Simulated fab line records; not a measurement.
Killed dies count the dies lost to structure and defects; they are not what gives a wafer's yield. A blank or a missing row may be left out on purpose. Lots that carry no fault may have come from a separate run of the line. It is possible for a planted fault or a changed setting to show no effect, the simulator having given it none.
Chamber matching :: flow sky130 :: cmp-01 running SKY_VIA4_CMP_02: 4 sister chambers
The step polishes SiO2. 33 wafers are shown with their chamber, then 12 later ones without.

## WAFERS WITH THEIR CHAMBER
wafer: L075.1
chamber: 2
motor current A (A): 12.2

wafer: L075.5
chamber: 2
motor current A (A): 11.4

wafer: L075.6
chamber: 1
motor current A (A): 13.7

wafer: L076.1
chamber: 0
motor current A (A): 12.7

wafer: L076.4
chamber: 1
motor current A (A): 13.9

wafer: L076.5
chamber: 3
motor current A (A): 11.7

wafer: L083.1
chamber: 2
motor current A (A): 11.8

wafer: L083.2
chamber: 0
motor current A (A): 13.4

wafer: L083.3
chamber: 1
motor current A (A): 14.5

wafer: L084.1
chamber: 2
motor current A (A): 11.8

wafer: L084.2
chamber: 1
motor current A (A): 13.7

wafer: L084.3
chamber: 0
motor current A (A): 12.8

wafer: L084.4
chamber: 3
motor current A (A): 10.9

wafer: L084.5
chamber: 0
motor current A (A): 14.0

wafer: L084.6
chamber: 1
motor current A (A): 12.9

wafer: L086.3
chamber: 1
motor current A (A): 14.1

wafer: L086.5
chamber: 2
motor current A (A): 11.9

wafer: L086.6
chamber: 1
motor current A (A): 13.7

wafer: L087.1
chamber: 3
motor current A (A): 11.2

wafer: L087.2
chamber: 2
motor current A (A): 11.3

wafer: L087.4
chamber: 1
motor current A (A): 14.6

wafer: L087.3
chamber: 0
motor current A (A): 13.6

wafer: L087.5
chamber: 1
motor current A (A): 13.5

wafer: L087.6
chamber: 2
motor current A (A): 12.4

wafer: L088.1
chamber: 2
motor current A (A): 11.5

wafer: L088.2
chamber: 0
motor current A (A): 12.7

wafer: L088.3
chamber: 1
motor current A (A): 13.7

wafer: L091.1
chamber: 3
motor current A (A): 10.6

wafer: L091.4
chamber: 0
motor current A (A): 13.3

wafer: L091.6
chamber: 2
motor current A (A): 11.4

wafer: L093.1
chamber: 1
motor current A (A): 13.9

wafer: L093.2
chamber: 2
motor current A (A): 12.3

wafer: L093.3
chamber: 3
motor current A (A): 11.7

SIGNATURES (means of the wafers above)
reading: motor current A
chamber 0: 13.214
chamber 1: 13.836
chamber 2: 11.800
chamber 3: 11.220
scatter within a chamber: 0.457
Rule: a wafer's distance from a chamber is the root of the sum, over the readings, of the square of ((its reading less the chamber's mean) divided by the reading's scatter). If the next closest chamber is less than 2 further off than the closest, the wafer can't be placed; otherwise it belongs to the closest. How the scatter is found: for the shown wafers, subtract from each reading the mean of its chamber, square and add these, divide the total by (wafers less chambers), then take the root.

## WAFERS WHOSE CHAMBER IS MISSING
wafer: L093.4
motor current A (A): 12.9

wafer: L093.5
motor current A (A): 12.7

wafer: L093.6
motor current A (A): 12.0

wafer: L094.4
motor current A (A): 10.8

wafer: L094.5
motor current A (A): 13.0

wafer: L094.6
motor current A (A): 13.2

wafer: L095.3
motor current A (A): 10.9

wafer: L095.5
motor current A (A): 13.2

wafer: L095.6
motor current A (A): 11.6

wafer: L096.2
motor current A (A): 11.0

wafer: L096.4
motor current A (A): 13.1

wafer: L096.5
motor current A (A): 13.0

## THE CHAMBER EACH PASSED THROUGH
wafer: L093.4
from the rows above: can't be placed: 0 or 1 or 2
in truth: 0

wafer: L093.5
from the rows above: can't be placed: 0 or 2 or 1
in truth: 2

wafer: L093.6
from the rows above: can't be placed: 2 or 3
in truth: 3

wafer: L094.4
from the rows above: can't be placed: 3 or 2
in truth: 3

wafer: L094.5
from the rows above: can't be placed: 0 or 1
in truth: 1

wafer: L094.6
from the rows above: can't be placed: 0 or 1
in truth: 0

wafer: L095.3
from the rows above: can't be placed: 3 or 2
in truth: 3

wafer: L095.5
from the rows above: can't be placed: 0 or 1
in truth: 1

wafer: L095.6
from the rows above: can't be placed: 2 or 3
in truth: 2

wafer: L096.2
from the rows above: can't be placed: 3 or 2
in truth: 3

wafer: L096.4
from the rows above: can't be placed: 0 or 1
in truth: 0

wafer: L096.5
from the rows above: can't be placed: 0 or 1
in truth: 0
Correct placement for 0 of the 12. Cannot be placed on the basis of these rows: 12; the candidates contain the true chamber in 12. Wrongly placed: 0.
